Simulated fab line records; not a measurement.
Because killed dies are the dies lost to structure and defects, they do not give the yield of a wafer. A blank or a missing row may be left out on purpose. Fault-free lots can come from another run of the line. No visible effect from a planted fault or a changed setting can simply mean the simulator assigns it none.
The same fault as seen by 2 desks | flow sky130 | numbers are kept per desk, each desk with only its own; the story behind them comes last

## AT THE METROLOGY DESK
Lot by lot, what the gauges showed, no matter which tool ran the lot: averages of those sampled wafers that carry a number. Any lot whose mean is over 4 standard deviations away from the usual mean is out of limits and marked OUT; that distance is given in the brackets.
Columns: A = VIA1_W_RS at SKY_VIA1_RS_MEAS_22, usual 0.427 ohm/sq; B = VIA1_W_THK at SKY_VIA1_THK_MEAS_23, usual 268 nm
lot  | first seen here | A     | B
L486 | day 34 17:04    | 0.428 | 269
L495 | day 37 14:59    | 0.425 | 270
L497 | day 37 17:34    | 0.430 | 266
L505 | day 40 03:41    | 0.421 | 273
L506 | day 40 04:35    | 0.421 | 269
L507 | day 40 18:25    | 0.428 | 268
Finding of this desk: none of the 6 lots has anything out of limits.

## DESK OF THE TOOL OWNER: pvd-sputter-03
The tool's own readings at SKY_METAL2_SPUTTER_03 (material Ti, target thk 5 nm, time 3.3 s): means of the sampled wafers that have a number, for each lot that ran on this tool. Any lot whose mean is over 4 standard deviations away from the usual mean is out of limits and marked OUT; that distance is given in the brackets.
Columns: A = throttle-valve-pct at SKY_METAL2_SPUTTER_03, usual 29.9 %
lot  | first seen here | A
L486 | day 34 17:34    | 30.4
L495 | day 37 15:31    | 29.8
L497 | day 37 18:06    | 30.4
Finding of this desk: none of the 3 lots has anything out of limits.

## PUT TOGETHER
Nothing out of limits was seen by the metrology desk.
The desk of the tool owner found nothing out of limits.

## WHAT WAS PUT IN BY THE SIMULATOR
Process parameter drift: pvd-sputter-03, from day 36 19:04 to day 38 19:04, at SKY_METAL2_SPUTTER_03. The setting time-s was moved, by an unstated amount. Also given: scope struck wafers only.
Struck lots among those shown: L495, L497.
